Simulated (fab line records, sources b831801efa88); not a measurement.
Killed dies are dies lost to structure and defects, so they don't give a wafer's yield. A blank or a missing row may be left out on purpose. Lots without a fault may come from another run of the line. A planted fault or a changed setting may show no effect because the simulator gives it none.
fab line records | flow gf180mcu
record lots=5 wafers=15 last_day=32
route steps=602 shown LVPWELL@64 MVSD@66 MVPSD@78 VT_IMPLANT@90
lots that met no fault: from a run of the same line without faults
start_h: hours from the record's first day to the start of the lot's first wafer shown | wait_h: hours since the lot's step before | " the same as in the row above | L1.1+2: a row that stands for several wafers | - no value, or no start given | * or withheld: withheld | < > ~ a bound
route shown NAME@n: a module of which the file shows steps, and the number in the route of the first | usual: mean/standard deviation of fault-free wafers | same: alike in all rows | chamber/n: place in a boat | sites: the reading at each site | _std_site: their standard deviation | _edge_site: outer sites' mean less inner sites' | radius_mm: how far each site lies from the wafer's centre | mask NAME#n: copy n | behind: the tool/chamber that last shaped the wafer | hold: why the lot was held/for how many hours/how that ended | device: the transistor (n, p or np) that didn't switch | end of line: the same wafers' tests at the end of the route | a step without rows: its recipe alone | killed: dies lost to structure and defects at the first sort, not the wafer's yield | map: a wafer's dies, x killed, . not, _ none there
set.NAME: the setting as run; set.NAME@STEP: as run at that earlier step | model.NAME: the simulator's own value behind a step, which no gauge read
lots at some steps of the route; a table a step, a row a wafer
services: from which hour (start_h, from the record's first day; less than 0 if before it) a tool's chamber was out of use, for how many hours, and why
## steps
# step GF_LVPWELL_STRIP_10
# recipe chemistry=O2/N2 power_w=1400 pressure_mtorr=1500 platen_temp_c=250 o2_flow_sccm=3000 n2_flow_sccm=300 overash_fraction=0.5
# usual chamber_pressure_mTorr=1500.0/1.2 drypump_motor_current_A=6.0/0.49 heater_power_w=333/38 oes_product_au=0.722/0.0043 strip_time_to_endpoint_s=36.95/0.097
# columns lot.wafer tool chamber start_h wait_h chamber_pressure_mTorr drypump_motor_current_A heater_power_w oes_product_au rf_hours_counter_h strip_time_to_endpoint_s
L079.2 plasma_asher-03 0 95.82 0.1 1500.5 6.4 387 0.729 44 36.87
L079.3 " 0 " " 1500.6 6.4 408 0.717 - 36.85
L079.5 " 1 " " 1499.0 6.1 313 0.723 - 36.87
L082.2 plasma_asher-01 1 114.69 0.1 1498.7 5.6 317 0.720 21 36.92
L082.3 " 0 " " 1498.8 4.7 334 0.729 - 36.94
L082.5 " 1 " " 1499.7 5.5 313 0.720 - 36.97
L083.4 plasma_asher-03 0 118.37 0.1 1502.2 6.4 410 0.726 - 36.92
L083.5 " 0 " " 1500.7 6.4 394 0.727 - 36.87
L083.6 " 1 " " 1501.0 6.0 305 0.725 - 36.82
L085.2 plasma_asher-01 0 129.09 0.1 1500.4 4.7 343 0.723 23 36.94
L085.4 " 0 " " 1500.3 4.7 340 0.724 - 36.99
L085.6 " 1 " " 1501.5 5.6 315 0.729 - 36.97
L088.1 plasma_asher-03 0 149.04 0.1 1499.2 6.4 399 0.719 3 37.06
L088.3 " 1 " " 1499.3 6.0 298 0.719 - 36.93
L088.6 " 0 " " 1500.1 6.4 404 0.728 - 36.99
# step GF_LVPWELL_TW_MEAS_11
# usual LVPWELL_TW=554/8.7
# columns lot.wafer tool chamber start_h wait_h LVPWELL_TW
L079.2 film_metro-04 - 95.93 0.1 552
L079.3 " - " " 552
L079.5 " - " " 552
L082.2 film_metro-02 - 114.80 0.1 569
L082.3 " - " " 571
L082.5 " - " " 571
L083.4 film_metro-02 - 118.47 0.1 569
L083.5 " - " " 571
L083.6 " - " " 575
L085.2 film_metro-01 - 129.20 0.1 546
L085.4 " - " " 546
L085.6 " - " " 546
L088.1 film_metro-01 - 149.14 0.1 552
L088.3 " - " " 547
L088.6 " - " " 549
# step GF_MVSD_DEHYDRATE_00
# recipe temp_c=200 time_s=60
# columns lot.wafer tool chamber start_h wait_h
L079.2+3+5 litho_track-04 0 102.46 6.5
L082.2+3+5 litho_track-03 0 121.77 7.0
L083.4+5+6 litho_track-03 0 124.97 6.5
L085.2+4+6 litho_track-04 0 136.06 6.9
L088.1+3+6 litho_track-03 0 156.30 7.1
# step GF_MVSD_HMDS_01
# recipe prime_time_s=57.7 prime_temp_c=120
# usual prime_temp_c=120.02/0.15
# same prime_time_s=57.7
# columns lot.wafer tool chamber start_h wait_h prime_temp_c
L079.2 litho_track-04 0 102.61 0.1 119.91
L079.3 " 0 " " 119.97
L079.5 " 0 " " 119.75
L082.2 litho_track-03 0 121.92 0.1 120.19
L082.3 " 0 " " 120.19
L082.5 " 0 " " 120.16
L083.4 litho_track-03 0 125.12 0.1 120.02
L083.5 " 0 " " 120.33
L083.6 " 0 " " 120.17
L085.2 litho_track-04 0 136.21 0.1 120.00
L085.4 " 0 " " 120.18
L085.6 " 0 " " 120.09
L088.1 litho_track-03 0 156.45 0.1 120.01
L088.3 " 0 " " 120.10
L088.6 " 0 " " 119.96
# step GF_MVSD_COAT_02
# recipe spin_rpm=2000 resist_thk_nm=3000
# columns lot.wafer tool chamber start_h wait_h
L079.2+3+5 litho_track-04 0 102.76 0.1
L082.2+3+5 litho_track-03 0 122.07 0.1
L083.4+5+6 litho_track-03 0 125.27 0.1
L085.2+4+6 litho_track-04 0 136.36 0.1
L088.1+3+6 litho_track-03 0 156.60 0.1
# step GF_MVSD_SOFTBAKE_03
# recipe temp_c=110 time_s=withheld
# columns lot.wafer tool chamber start_h wait_h
L079.2+3+5 litho_track-04 0 102.92 0.1
L082.2+3+5 litho_track-03 0 122.23 0.1
L083.4+5+6 litho_track-03 0 125.45 0.1
L085.2+4+6 litho_track-04 0 136.52 0.1
L088.1+3+6 litho_track-03 0 156.75 0.1
# step GF_MVSD_EXPOSE_04
# recipe mask_id=MVSD target_cd_nm=1000 na=0.6 source_shape=conventional sigma_outer=0.6 dose_mj=260
# columns lot.wafer tool chamber start_h wait_h mask
L079.2+3+5 iline_stepper-02 0 - - MVSD#0
L082.2+3+5 iline_stepper-02 0 - - MVSD#0
L083.4+5+6 iline_stepper-02 0 - - MVSD#0
L085.2+4+6 iline_stepper-01 0 - - MVSD#0
L088.1+3+6 iline_stepper-01 0 - - MVSD#0
# step GF_MVSD_PEB_05
# recipe temp_c=115 time_s=withheld
# columns lot.wafer tool chamber start_h wait_h
L079.2+3+5 litho_track-02 0 - -
L082.2+3+5 litho_track-04 0 - -
L083.4+5+6 litho_track-02 0 - -
L085.2+4+6 litho_track-02 0 - -
L088.1+3+6 litho_track-03 0 - -
# step GF_MVSD_DEVELOP_06
# recipe wall_angle_deg=90 develop_time_s=60 dev_temp_c=23
# columns lot.wafer tool chamber start_h wait_h
L079.2+3+5 litho_track-02 0 - -
L082.2+3+5 litho_track-04 0 - -
L083.4+5+6 litho_track-02 0 - -
L085.2+4+6 litho_track-02 0 - -
L088.1+3+6 litho_track-03 0 - -
# step GF_MVSD_OVL_MEAS_07
# usual MVSD_OVL=0.0/1.3
# columns lot.wafer tool chamber start_h wait_h MVSD_OVL[nm]
L079.2 overlay-01 - 110.01 - -0.1
L079.3 " - " " 1.8
L079.5 " - " " 1.5
L082.2 overlay-01 - 129.04 - 1.4
L082.3 " - " " 1.0
L082.5 " - " " 0.1
L083.4 overlay-02 - 132.77 - 0.1
L083.5 " - " " 0.7
L083.6 " - " " -1.3
L085.2 overlay-02 - 143.66 - -0.5
L085.4 " - " " -1.0
L085.6 " - " " -0.4
L088.1 overlay-01 - 164.80 - 0.7
L088.3 " - " " 1.9
L088.6 " - " " 1.2
# step GF_MVSD_IMPLANT_08
# recipe species=P energy_kev=400 dose_cm2=1.6e+13 tilt_deg=0
# usual dose_ions_cm2=1.6006e+13/1.9e+10
# columns lot.wafer tool chamber start_h wait_h dose_ions_cm2
L079.2 implanter-04 0 110.06 0.0 1.5993e+13
L079.3 " 0 " " 1.597e+13
L079.5 " 0 " " 1.601e+13
L082.2 implanter-02 0 129.10 0.0 1.5991e+13
L082.3 " 0 " " 1.5989e+13
L082.5 " 0 " " 1.5994e+13
L083.4 implanter-04 0 132.86 0.1 1.6008e+13
L083.5 " 0 " " 1.6027e+13
L083.6 " 0 " " 1.6004e+13
L085.2 implanter-01 0 143.71 0.0 1.6028e+13
L085.4 " 0 " " 1.602e+13
L085.6 " 0 " " 1.6029e+13
L088.1 implanter-02 0 164.83 0.0 1.6026e+13
L088.3 " 0 " " 1.605e+13
L088.6 " 0 " " 1.6021e+13
# step GF_MVSD_IMPLANT_09
# recipe species=P energy_kev=100 dose_cm2=5e+12 tilt_deg=0
# usual dose_ions_cm2=5e+12/6.8e+09
# columns lot.wafer tool chamber start_h wait_h dose_ions_cm2
L079.2 implanter-04 0 110.21 0.1 5.001e+12
L079.3 " 0 " " 5.011e+12
L079.5 " 0 " " 5.01e+12
L082.2 implanter-02 0 129.25 0.1 5.003e+12
L082.3 " 0 " " 5.007e+12
L082.5 " 0 " " 5.004e+12
L083.4 implanter-04 0 133.01 0.1 5.004e+12
L083.5 " 0 " " 5.005e+12
L083.6 " 0 " " 5.006e+12
L085.2 implanter-01 0 143.86 0.1 5.001e+12
L085.4 " 0 " " 5.002e+12
L085.6 " 0 " " 4.998e+12
L088.1 implanter-02 0 164.98 0.1 4.991e+12
L088.3 " 0 " " 5e+12
L088.6 " 0 " " 4.989e+12
# step GF_MVSD_STRIP_10
# recipe chemistry=O2/N2 power_w=1400 pressure_mtorr=1500 platen_temp_c=250 o2_flow_sccm=3000 n2_flow_sccm=300 overash_fraction=0.5
# usual chamber_pressure_mTorr=1499.9/1.3 drypump_motor_current_A=5.9/0.48 heater_power_w=327/32 oes_product_au=0.723/0.0045 strip_time_to_endpoint_s=36.98/0.098
# columns lot.wafer tool chamber start_h wait_h chamber_pressure_mTorr drypump_motor_current_A heater_power_w oes_product_au rf_hours_counter_h strip_time_to_endpoint_s
L079.2 plasma_asher-04 1 110.34 0.1 1501.6 5.3 302 0.720 56 36.92
L079.3 " 1 " " 1499.0 5.3 317 0.724 - 36.82
L079.5 " 1 " " 1500.1 5.3 313 0.720 - 36.87
L082.2 plasma_asher-04 0 129.37 0.1 1502.3 5.0 344 0.718 59 36.88
L082.3 " 0 " " 1500.0 5.0 328 0.724 - 36.87
L082.5 " 1 " " 1500.7 5.3 317 0.722 - 36.96
L083.4 plasma_asher-03 1 133.12 0.1 1499.6 6.0 295 0.728 - 36.94
L083.5 " 1 " " 1500.4 6.0 301 0.722 - 37.01
L083.6 " 0 " " 1501.0 6.4 399 0.725 - 36.90
L085.2 plasma_asher-02 1 143.99 0.1 1500.0 6.0 325 0.712 51 36.86
L085.4 " 0 " " 1500.5 6.3 302 0.722 - 37.02
L085.6 " 0 " " 1499.3 6.3 299 0.720 - 37.00
L088.1 plasma_asher-02 1 165.13 0.1 1499.3 6.0 324 0.720 53 36.94
L088.3 " 0 " " 1499.6 6.3 308 0.723 - 36.91
L088.6 " 0 " " 1500.2 6.3 297 0.724 - 36.98
# step GF_MVSD_TW_MEAS_11
# usual MVSD_TW=1574/23
# columns lot.wafer tool chamber start_h wait_h MVSD_TW
L079.2 film_metro-04 - 110.45 0.1 1572
L079.3 " - " " 1564
L079.5 " - " " 1569
L082.2 film_metro-04 - 129.48 0.1 1574
L082.3 " - " " 1574
L082.5 " - " " 1575
L083.4 film_metro-01 - 133.22 0.1 1548
L083.5 " - " " 1541
L083.6 " - " " 1537
L085.2 film_metro-04 - 144.10 0.1 1577
L085.4 " - " " 1582
L085.6 " - " " 1579
L088.1 film_metro-04 - 165.23 0.1 1575
L088.3 " - " " 1574
L088.6 " - " " 1574
# step GF_MVPSD_DEHYDRATE_00
# recipe temp_c=200 time_s=60
# columns lot.wafer tool chamber start_h wait_h
L079.2+3+5 litho_track-01 0 117.03 6.6
L082.2+3+5 litho_track-01 0 136.88 7.4
L083.4+5+6 litho_track-04 0 140.66 7.4
L085.2+4+6 litho_track-01 0 151.13 7.0
L088.1+3+6 litho_track-03 0 172.90 7.7
# step GF_MVPSD_HMDS_01
# recipe prime_time_s=60 prime_temp_c=120
# usual prime_temp_c=120.01/0.12
# same prime_time_s=60
# columns lot.wafer tool chamber start_h wait_h prime_temp_c
L079.2 litho_track-01 0 117.18 0.1 120.05
L079.3 " 0 " " 120.20
L079.5 " 0 " " 120.06
L082.2 litho_track-01 0 137.03 0.1 120.00
L082.3 " 0 " " 119.96
L082.5 " 0 " " 120.04
L083.4 litho_track-04 0 140.81 0.1 120.08
L083.5 " 0 " " 120.11
L083.6 " 0 " " 120.12
L085.2 litho_track-01 0 151.28 0.1 119.91
L085.4 " 0 " " 120.02
L085.6 " 0 " " 120.04
L088.1 litho_track-03 0 173.05 0.1 119.89
L088.3 " 0 " " 119.87
L088.6 " 0 " " 119.99
# step GF_MVPSD_COAT_02
# recipe spin_rpm=2000 resist_thk_nm=3000
# columns lot.wafer tool chamber start_h wait_h
L079.2+3+5 litho_track-01 0 117.33 0.1
L082.2+3+5 litho_track-01 0 137.18 0.1
L083.4+5+6 litho_track-04 0 140.96 0.1
L085.2+4+6 litho_track-01 0 151.43 0.1
L088.1+3+6 litho_track-03 0 173.20 0.1
# step GF_MVPSD_SOFTBAKE_03
# recipe temp_c=110 time_s=withheld
# columns lot.wafer tool chamber start_h wait_h
L079.2+3+5 litho_track-01 0 117.49 0.1
L082.2+3+5 litho_track-01 0 137.34 0.1
L083.4+5+6 litho_track-04 0 141.14 0.1
L085.2+4+6 litho_track-01 0 151.59 0.1
L088.1+3+6 litho_track-03 0 173.35 0.1
# step GF_MVPSD_EXPOSE_04
# recipe mask_id=MVPSD target_cd_nm=1000 na=0.6 source_shape=conventional sigma_outer=0.6 dose_mj=260
# columns lot.wafer tool chamber start_h wait_h mask
L079.2+3+5 iline_stepper-02 0 - - MVPSD#0
L082.2+3+5 iline_stepper-01 0 - - MVPSD#0
L083.4+5+6 iline_stepper-01 0 - - MVPSD#0
L085.2+4+6 iline_stepper-01 0 - - MVPSD#0
L088.1+3+6 iline_stepper-02 0 - - MVPSD#0
# step GF_MVPSD_PEB_05
# recipe temp_c=115 time_s=withheld
# columns lot.wafer tool chamber start_h wait_h
L079.2+3+5 litho_track-04 0 - -
L082.2+3+5 litho_track-04 0 - -
L083.4+5+6 litho_track-04 0 - -
L085.2+4+6 litho_track-03 0 - -
L088.1+3+6 litho_track-01 0 - -
# step GF_MVPSD_DEVELOP_06
# recipe wall_angle_deg=90 develop_time_s=60 dev_temp_c=23
# columns lot.wafer tool chamber start_h wait_h
L079.2+3+5 litho_track-04 0 - -
L082.2+3+5 litho_track-04 0 - -
L083.4+5+6 litho_track-04 0 - -
L085.2+4+6 litho_track-03 0 - -
L088.1+3+6 litho_track-01 0 - -
# step GF_MVPSD_OVL_MEAS_07
# usual MVPSD_OVL=-1.0/1.2
# columns lot.wafer tool chamber start_h wait_h MVPSD_OVL[nm]
L079.2 overlay-02 - 124.64 - -1.4
L079.3 " - " " 0.9
L079.5 " - " " 0.7
L082.2 overlay-01 - 145.19 - 0.7
L082.3 " - " " 0.5
L082.5 " - " " -1.1
L083.4 overlay-02 - 149.25 - -2.7
L083.5 " - " " -1.2
L083.6 " - " " -3.4
L085.2 overlay-01 - 159.30 - -0.9
L085.4 " - " " -2.3
L085.6 " - " " -1.7
L088.1 overlay-02 - 181.85 - -0.9
L088.3 " - " " 1.1
L088.6 " - " " -0.8
# step GF_MVPSD_IMPLANT_08
# recipe species=B energy_kev=170 dose_cm2=1.5e+13 tilt_deg=0
# usual dose_ions_cm2=1.4996e+13/1.7e+10
# columns lot.wafer tool chamber start_h wait_h dose_ions_cm2
L079.2 implanter-04 0 124.70 0.0 1.5021e+13
L079.3 " 0 " " 1.5013e+13
L079.5 " 0 " " 1.5028e+13
L082.2 implanter-03 0 145.25 0.0 1.5028e+13
L082.3 " 0 " " 1.5016e+13
L082.5 " 0 " " 1.501e+13
L083.4 implanter-03 0 149.35 0.1 1.4985e+13
L083.5 " 0 " " 1.5027e+13
L083.6 " 0 " " 1.5002e+13
L085.2 implanter-03 0 159.36 0.0 1.4992e+13
L085.4 " 0 " " 1.5005e+13
L085.6 " 0 " " 1.5017e+13
L088.1 implanter-02 0 181.89 0.0 1.5004e+13
L088.3 " 0 " " 1.5018e+13
L088.6 " 0 " " 1.4996e+13
# step GF_MVPSD_IMPLANT_09
# recipe species=B energy_kev=39.31 dose_cm2=5e+12 tilt_deg=0
# usual dose_ions_cm2=5.001e+12/4.9e+09
# columns lot.wafer tool chamber start_h wait_h dose_ions_cm2
L079.2 implanter-04 0 124.85 0.1 5.007e+12
L079.3 " 0 " " 4.999e+12
L079.5 " 0 " " 4.999e+12
L082.2 implanter-03 0 145.40 0.1 4.996e+12
L082.3 " 0 " " 5.006e+12
L082.5 " 0 " " 5.001e+12
L083.4 implanter-03 0 149.50 0.1 5e+12
L083.5 " 0 " " 5.003e+12
L083.6 " 0 " " 5.002e+12
L085.2 implanter-03 0 159.51 0.1 5.007e+12
L085.4 " 0 " " 5.009e+12
L085.6 " 0 " " 5.004e+12
L088.1 implanter-02 0 182.04 0.1 4.994e+12
L088.3 " 0 " " 4.99e+12
L088.6 " 0 " " 4.998e+12
# step GF_MVPSD_STRIP_10
# recipe chemistry=O2/N2 power_w=1400 pressure_mtorr=1500 platen_temp_c=250 o2_flow_sccm=3000 n2_flow_sccm=300 overash_fraction=0.5
# usual chamber_pressure_mTorr=1500.0/1.3 drypump_motor_current_A=5.5/0.54 heater_power_w=321/15 oes_product_au=0.722/0.0047 strip_time_to_endpoint_s=36.95/0.089
# columns lot.wafer tool chamber start_h wait_h chamber_pressure_mTorr drypump_motor_current_A heater_power_w oes_product_au rf_hours_counter_h strip_time_to_endpoint_s
L079.2 plasma_asher-02 1 124.97 0.1 1498.9 6.0 329 0.726 49 36.89
L079.3 " 1 " " 1500.2 6.0 329 0.717 - 36.89
L079.5 " 1 " " 1501.8 6.0 327 0.722 - 36.91
L082.2 plasma_asher-02 1 145.52 0.1 1500.8 5.9 324 0.725 52 37.12
L082.3 " 1 " " 1500.2 5.9 318 0.728 - 37.01
L082.5 " 1 " " 1498.2 5.9 318 0.722 - 37.09
L083.4 plasma_asher-01 1 149.61 0.1 1498.1 5.5 316 0.718 - 36.88
L083.5 " 1 " " 1499.7 5.6 309 0.720 - 36.97
L083.6 " 0 " " 1500.5 4.7 347 0.724 - 36.93
L085.2 plasma_asher-02 0 159.63 0.1 1499.5 6.3 301 0.728 53 36.81
L085.4 " 1 " " 1498.2 6.0 323 0.721 - 36.86
L085.6 " 0 " " 1499.4 6.3 295 0.727 - 36.73
L088.1 plasma_asher-02 0 182.19 0.1 1501.9 6.3 303 0.723 55 36.85
L088.3 " 1 " " 1499.4 5.9 321 0.729 - 36.90
L088.6 " 0 " " 1500.0 6.3 312 0.727 - 36.82
# step GF_MVPSD_TW_MEAS_11
# usual MVPSD_TW=552/9.2
# columns lot.wafer tool chamber start_h wait_h MVPSD_TW
L079.2 film_metro-01 - 125.08 0.1 540
L079.3 " - " " 540
L079.5 " - " " 538
L082.2 film_metro-01 - 145.63 0.1 543
L082.3 " - " " 545
L082.5 " - " " 545
L083.4 film_metro-02 - 149.70 0.1 561
L083.5 " - " " 561
L083.6 " - " " 558
L085.2 film_metro-04 - 159.74 0.1 554
L085.4 " - " " 552
L085.6 " - " " 549
L088.1 film_metro-01 - 182.29 0.1 545
L088.3 " - " " 547
L088.6 " - " " 544
# step GF_VT_IMPLANT_DEHYDRATE_00
# recipe temp_c=200 time_s=60
# columns lot.wafer tool chamber start_h wait_h
L079.2+3+5 litho_track-01 0 131.53 6.4
L082.2+3+5 litho_track-01 0 153.18 7.5
L083.4+5+6 litho_track-03 0 157.02 7.3
L085.2+4+6 litho_track-03 0 167.32 7.6
L088.1+3+6 litho_track-01 0 189.75 7.5
# step GF_VT_IMPLANT_HMDS_01
# recipe prime_time_s=60 prime_temp_c=120
# usual prime_temp_c=120.01/0.13
# same prime_time_s=60
# columns lot.wafer tool chamber start_h wait_h prime_temp_c
L079.2 litho_track-01 0 131.68 0.1 119.86
L079.3 " 0 " " 119.92
L079.5 " 0 " " 120.01
L082.2 litho_track-01 0 153.33 0.1 120.10
L082.3 " 0 " " 120.18
L082.5 " 0 " " 120.05
L083.4 litho_track-03 0 157.17 0.1 120.05
L083.5 " 0 " " 120.03
L083.6 " 0 " " 120.03
L085.2 litho_track-03 0 167.47 0.1 119.88
L085.4 " 0 " " 120.09
L085.6 " 0 " " 119.99
L088.1 litho_track-01 0 189.90 0.1 120.14
L088.3 " 0 " " 120.07
L088.6 " 0 " " 120.23
# step GF_VT_IMPLANT_COAT_02
# recipe resist=NOVOLAK spin_rpm=3000 resist_thk_nm=1000
# columns lot.wafer tool chamber start_h wait_h
L079.2+3+5 litho_track-01 0 131.83 0.1
L082.2+3+5 litho_track-01 0 153.48 0.1
L083.4+5+6 litho_track-03 0 157.32 0.1
L085.2+4+6 litho_track-03 0 167.62 0.1
L088.1+3+6 litho_track-01 0 190.05 0.1
# step GF_VT_IMPLANT_SOFTBAKE_03
# recipe temp_c=90 time_s=60 resist=NOVOLAK
# columns lot.wafer tool chamber start_h wait_h
L079.2+3+5 litho_track-01 0 131.98 0.1
L082.2+3+5 litho_track-01 0 153.63 0.1
L083.4+5+6 litho_track-03 0 157.47 0.1
L085.2+4+6 litho_track-03 0 167.77 0.1
L088.1+3+6 litho_track-01 0 190.20 0.1
# step GF_VT_IMPLANT_EXPOSE_04
# recipe mask_id=LVPWELL_LV_AREA target_cd_nm=600 na=0.6 source_shape=conventional sigma_outer=0.6 dose_mj=140
# columns lot.wafer tool chamber start_h wait_h mask
L079.2+3+5 iline_stepper-01 0 - - LVPWELL_LV_AREA#0
L082.2+3+5 iline_stepper-01 0 - - LVPWELL_LV_AREA#0
L083.4+5+6 iline_stepper-02 0 - - LVPWELL_LV_AREA#0
L085.2+4+6 iline_stepper-01 0 - - LVPWELL_LV_AREA#0
L088.1+3+6 iline_stepper-02 0 - - LVPWELL_LV_AREA#0
# step GF_VT_IMPLANT_PEB_05
# recipe temp_c=withheld time_s=* resist=NOVOLAK
# columns lot.wafer tool chamber start_h wait_h
L079.2+3+5 litho_track-01 0 - -
L082.2+3+5 litho_track-02 0 - -
L083.4+5+6 litho_track-01 0 - -
L085.2+4+6 litho_track-02 0 - -
L088.1+3+6 litho_track-02 0 - -
# step GF_VT_IMPLANT_DEVELOP_06
# recipe develop_time_s=60 dev_temp_c=23
# columns lot.wafer tool chamber start_h wait_h
L079.2+3+5 litho_track-01 0 139.58 0.1
L082.2+3+5 litho_track-02 0 160.78 0.1
L083.4+5+6 litho_track-01 0 165.18 0.1
L085.2+4+6 litho_track-02 0 175.73 0.1
L088.1+3+6 litho_track-02 0 198.30 0.1
# step GF_VT_IMPLANT_OVL_MEAS_07
# usual VT_IMPLANT_OVL=-0.9/1.3
# columns lot.wafer tool chamber start_h wait_h VT_IMPLANT_OVL[nm]
L079.2 overlay-01 - 139.71 0.1 0.0
L079.3 " - " " -0.1
L079.5 " - " " 0.2
L082.2 overlay-01 - 160.91 0.1 -1.3
L082.3 " - " " -1.2
L082.5 " - " " -1.0
L083.4 overlay-02 - 165.27 0.1 -1.7
L083.5 " - " " -2.5
L083.6 " - " " -1.7
L085.2 overlay-02 - 175.86 0.1 -2.4
L085.4 " - " " 0.3
L085.6 " - " " -1.4
L088.1 overlay-02 - 198.45 0.1 -2.2
L088.3 " - " " -2.5
L088.6 " - " " -4.7
# step GF_VT_IMPLANT_IMPLANT_08
# recipe species=BF2 energy_kev=20 dose_cm2=8.29e+12 tilt_deg=7
# usual dose_ions_cm2=8.289e+12/9.8e+09
# columns lot.wafer tool chamber start_h wait_h dose_ions_cm2
L079.2 implanter-03 0 139.76 0.0 8.278e+12
L079.3 " 0 " " 8.293e+12
L079.5 " 0 " " 8.286e+12
L082.2 implanter-02 0 160.96 0.0 8.278e+12
L082.3 " 0 " " 8.289e+12
L082.5 " 0 " " 8.272e+12
L083.4 implanter-03 0 165.36 0.1 8.302e+12
L083.5 " 0 " " 8.298e+12
L083.6 " 0 " " 8.286e+12
L085.2 implanter-03 0 175.91 0.0 8.282e+12
L085.4 " 0 " " 8.278e+12
L085.6 " 0 " " 8.282e+12
L088.1 implanter-03 0 198.49 0.0 8.292e+12
L088.3 " 0 " " 8.285e+12
L088.6 " 0 " " 8.292e+12
# step GF_VT_IMPLANT_STRIP_09
# recipe chemistry=O2/N2 power_w=1400 pressure_mtorr=1500 platen_temp_c=250 o2_flow_sccm=3000 n2_flow_sccm=300 overash_fraction=0.5
# usual chamber_pressure_mTorr=1500.3/1.4 drypump_motor_current_A=5.6/0.61 heater_power_w=335/36 oes_product_au=0.716/0.0044 strip_time_to_endpoint_s=12.63/0.032
# columns lot.wafer tool chamber start_h wait_h chamber_pressure_mTorr drypump_motor_current_A heater_power_w oes_product_au rf_hours_counter_h strip_time_to_endpoint_s
L079.2 plasma_asher-04 1 139.89 0.1 1497.9 5.3 309 0.714 60 12.69
L079.3 " 0 " " 1501.9 5.0 339 0.712 - 12.69
L079.5 " 0 " " 1500.7 5.0 339 0.706 - 12.67
L082.2 plasma_asher-01 0 161.09 0.1 1499.5 4.7 344 0.719 27 12.55
L082.3 " 0 " " 1502.1 4.7 341 0.714 - 12.61
L082.5 " 0 " " 1499.6 4.7 343 0.716 - 12.60
L083.4 plasma_asher-03 0 165.47 0.1 1499.2 6.5 391 0.717 - 12.63
L083.5 " 0 " " 1501.3 6.5 394 0.722 - 12.63
L083.6 " 1 " " 1500.5 6.1 304 0.716 - 12.65
L085.2 plasma_asher-03 1 176.04 0.1 1500.8 6.1 300 0.716 6 12.63
L085.4 " 1 " " 1499.6 6.0 307 0.714 - 12.65
L085.6 " 0 " " 1498.0 6.4 406 0.709 - 12.63
L088.1 plasma_asher-04 1 198.64 0.1 1501.9 5.3 310 0.710 66 12.67
L088.3 " 1 " " 1500.3 5.3 310 0.723 - 12.62
L088.6 " 1 " " 1498.4 5.3 310 0.715 - 12.60
# step GF_VT_IMPLANT_TW_MEAS_10
# usual VT_IMPLANT_TW=569/5.5
# columns lot.wafer tool chamber start_h wait_h VT_IMPLANT_TW
L079.2 film_metro-02 - 140.00 0.1 570
L079.3 " - " " 570
L079.5 " - " " 570
L082.2 film_metro-03 - 161.20 0.1 566
L082.3 " - " " 571
L082.5 " - " " 570
L083.4 film_metro-03 - 165.57 0.1 569
L083.5 " - " " 568
L083.6 " - " " 569
L085.2 film_metro-03 - 176.15 0.1 569
L085.4 " - " " 567
L085.6 " - " " 569
L088.1 film_metro-02 - 198.74 0.1 575
L088.3 " - " " 578
L088.6 " - " " 575
# step GF_VT_IMPLANT_DEHYDRATE_11
# recipe temp_c=200 time_s=60
# columns lot.wafer tool chamber start_h wait_h
L079.2+3+5 litho_track-01 0 147.03 7.0
L082.2+3+5 litho_track-03 0 168.57 7.4
L083.4+5+6 litho_track-02 0 173.68 8.1
L085.2+4+6 litho_track-01 0 183.48 7.3
L088.1+3+6 litho_track-01 0 206.50 7.8
# step GF_VT_IMPLANT_HMDS_12
# recipe prime_time_s=60 prime_temp_c=120
# usual prime_temp_c=119.99/0.13
# same prime_time_s=60
# columns lot.wafer tool chamber start_h wait_h prime_temp_c
L079.2 litho_track-01 0 147.18 0.1 120.02
L079.3 " 0 " " 120.12
L079.5 " 0 " " 119.90
L082.2 litho_track-03 0 168.72 0.1 119.98
L082.3 " 0 " " 120.26
L082.5 " 0 " " 120.08
L083.4 litho_track-02 0 173.83 0.1 120.08
L083.5 " 0 " " 120.24
L083.6 " 0 " " 120.02
L085.2 litho_track-01 0 183.63 0.1 119.90
L085.4 " 0 " " 119.90
L085.6 " 0 " " 119.80
L088.1 litho_track-01 0 206.65 0.1 120.03
L088.3 " 0 " " 120.02
L088.6 " 0 " " 120.21
# step GF_VT_IMPLANT_COAT_13
# recipe resist=NOVOLAK spin_rpm=3000 resist_thk_nm=1000
# columns lot.wafer tool chamber start_h wait_h
L079.2+3+5 litho_track-01 0 147.33 0.1
L082.2+3+5 litho_track-03 0 168.87 0.1
L083.4+5+6 litho_track-02 0 173.98 0.1
L085.2+4+6 litho_track-01 0 183.78 0.1
L088.1+3+6 litho_track-01 0 206.80 0.1
# step GF_VT_IMPLANT_SOFTBAKE_14
# recipe temp_c=90 time_s=60 resist=NOVOLAK
# columns lot.wafer tool chamber start_h wait_h
L079.2+3+5 litho_track-01 0 147.48 0.1
L082.2+3+5 litho_track-03 0 169.02 0.1
L083.4+5+6 litho_track-02 0 174.13 0.1
L085.2+4+6 litho_track-01 0 183.93 0.1
L088.1+3+6 litho_track-01 0 206.95 0.1
# step GF_VT_IMPLANT_EXPOSE_15
# recipe mask_id=Nwell_LV_AREA target_cd_nm=860 na=0.6 source_shape=conventional sigma_outer=0.6 dose_mj=140
# columns lot.wafer tool chamber start_h wait_h mask
L079.2+3+5 iline_stepper-02 0 - - Nwell_LV_AREA#0
L082.2+3+5 iline_stepper-01 0 - - Nwell_LV_AREA#0
L083.4+5+6 iline_stepper-02 0 - - Nwell_LV_AREA#0
L085.2+4+6 iline_stepper-02 0 - - Nwell_LV_AREA#0
L088.1+3+6 iline_stepper-01 0 - - Nwell_LV_AREA#0
# step GF_VT_IMPLANT_PEB_16
# recipe temp_c=withheld time_s=* resist=NOVOLAK
# columns lot.wafer tool chamber start_h wait_h
L079.2+3+5 litho_track-02 0 - -
L082.2+3+5 litho_track-03 0 - -
L083.4+5+6 litho_track-01 0 - -
L085.2+4+6 litho_track-02 0 - -
L088.1+3+6 litho_track-02 0 - -
## services
# columns tool chamber start_h hours kind
plasma_asher-03 - 79.31 0.5 repair
plasma_asher-04 - 98.61 2.8 pm
plasma_asher-03 - 108.75 9.0 pm
plasma_asher-03 0 108.75 9.0 vent_cycle
plasma_asher-03 1 108.75 9.0 vent_cycle
implanter-01 - 110.72 1.4 repair
plasma_asher-03 0 117.75 - clean
plasma_asher-03 1 117.75 - clean
plasma_asher-03 - 128.02 4.9 repair
implanter-02 - 137.04 1.2 repair
iline_stepper-02 - 152.27 2.9 repair
plasma_asher-02 - 156.56 2.8 pm
iline_stepper-02 - 175.86 4.4 pm
implanter-01 - 187.46 37.3 pm
implanter-02 - 208.47 3.5 repair
plasma_asher-01 - 211.52 4.1 repair
## key
fault none
